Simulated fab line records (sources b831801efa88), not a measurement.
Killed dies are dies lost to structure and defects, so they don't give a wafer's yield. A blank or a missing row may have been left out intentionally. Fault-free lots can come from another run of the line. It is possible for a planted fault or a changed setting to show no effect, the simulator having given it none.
Split-lot study ; flow sfqLine ; 23 wafers read from 5 lots, route of 325 steps

ON THE SPLIT
At SFQ_TRILAYER_M0_DEP_SPUTTER_019 (material Nb, target thk 200 nm, time 133.3 s), the setting timeS was moved away from the recipe's 133.3 s on 9 of the 23 wafers read, by -10.7% to +13.8%. For the rest of the wafers, this setting stayed at what the recipe calls for.

FROM THE SPLIT TO THE READING: what the file shows between them, 3 steps
- SFQ_M0_RS_MEAS_904: measures by four-point-probe
- SFQ_TRILAYER_M0_LITHO_COAT_026: resist thk 62 nm
- SFQ_TRILAYER_M0_BARC_OPEN_METAL_ETCH_031: etches BARC in O2, target depth 125 nm, time 41.7 s

THE READING
oesProductAu, in a.u., at SFQ_TRILAYER_M0_ETCH_METAL_ETCH_024 (etches Nb in Cl2/Ar, stops on SiO2, target depth 240 nm, time 120 s). A value of 0.895 a.u. with a standard deviation of 0.0083 a.u. is what fault-free wafers of this fab line usually give.

wafer;tool, chamber at the split;timeS as run, s;against the recipe;oesProductAu, a.u.;against lot-mates on the recipe
L076.1;pvdSputter-06, -;140.4;+5.3%;0.913;+0.014
L076.2;pvdSputter-06, -;133.3;recipe;0.900;-
L076.3;pvdSputter-06, -;140.4;+5.3%;0.923;+0.024
L076.4;pvdSputter-06, -;133.3;recipe;0.896;-
L076.5;pvdSputter-06, -;133.3;recipe;0.902;-
L077.1;pvdSputter-03, -;133.3;recipe;0.902;-
L077.2;pvdSputter-03, -;133.3;recipe;0.893;-
L077.4;pvdSputter-03, -;119.1;-10.7%;0.855;-0.043
L077.5;pvdSputter-03, -;133.3;recipe;0.900;-
L077.6;pvdSputter-03, -;119.1;-10.7%;0.836;-0.062
L078.1;pvdSputter-04, -;133.3;recipe;0.897;-
L078.2;pvdSputter-04, -;151.7;+13.8%;0.962;+0.066
L078.3;pvdSputter-04, -;151.7;+13.8%;0.966;+0.070
L078.4;pvdSputter-04, -;133.3;recipe;0.890;-
L078.6;pvdSputter-04, -;133.3;recipe;0.901;-
L082.2;pvdSputter-03, -;133.3;recipe;0.881;-
L082.4;pvdSputter-03, -;133.3;recipe;0.893;-
L082.6;pvdSputter-03, -;133.3;recipe;0.900;-
L083.2;pvdSputter-04, -;133.3;recipe;0.880;-
L083.3;pvdSputter-04, -;119.6;-10.3%;0.838;-0.043
L083.4;pvdSputter-04, -;119.6;-10.3%;0.826;-0.055
L083.5;pvdSputter-04, -;119.6;-10.3%;0.845;-0.036
L083.6;pvdSputter-04, -;133.3;recipe;0.882;-

THE FIT
A straight line over all 23 wafers: oesProductAu changes by +0.00509 a.u. for each +1% of timeS; r = +0.97; the points scatter about the line by 0.0082 a.u.
The same after taking each lot's own level away (the mean of its wafers on the recipe; 23 wafers): +0.00466 a.u. for each +1%; r = +0.98; scatter 0.0065 a.u.
That fit puts the effect of the largest move of timeS on the reading at 0.064 a.u.
The span of the lots' own levels, 0.8810 to 0.8993 a.u., comes to 2.2 times the standard deviation stated above.
Consequently the slope shifts little with the lot-to-lot level, the two slopes agreeing.
Check: +0.0637 a.u. against its lot-mates is what the line predicts for one of the wafers moved furthest among these (+13.8%) when that wafer is left out of the fit. It came out at +0.066 a.u. against them.

FURTHER SPLITS ON THESE WAFERS
Other splits were also applied to these wafers ahead of the reading. Each is held against what the fit with the lots' levels taken away leaves over:
other split on the same wafers;wafers away from the commonest value;r with oesProductAu (lot level and that fit taken away)
SFQ_TRILAYER_L0_LITHO_COAT_005 resistThkNm;6;-0.23
SFQ_TRILAYER_L0_LITHO_EXPOSE_006 doseMj;9;+0.03
SFQ_TRILAYER_L0_ETCH_METAL_ETCH_008 timeS;5;-0.16

THE WHOLE CHAIN: every reading that the file lists as answering this split, in the file's order
step;what it does;reading;change (the file's fit);r (the file's)
SFQ_TRILAYER_M0_DEP_SPUTTER_019;material Nb, target thk 200 nm, time 133.3 s;Nb_of_TRILAYER_M0_DEP_SPUTTER_019.thkNm (the simulator's own value, which no gauge read);+1.97 nm for each +1% of the setting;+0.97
SFQ_M0_RS_MEAS_904;measures by four-point-probe;M0_NB_RS;-0.00886 for each +1% of the setting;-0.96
SFQ_TRILAYER_M0_ETCH_METAL_ETCH_024;etches Nb in Cl2/Ar, stops on SiO2, target depth 240 nm, time 120 s;oesProductAu;+0.0047 a.u. for each +1% of the setting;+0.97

FILE'S OWN FIT
oesProductAu changes by +0.0047 a.u. for each +1% of timeS, r = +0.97.
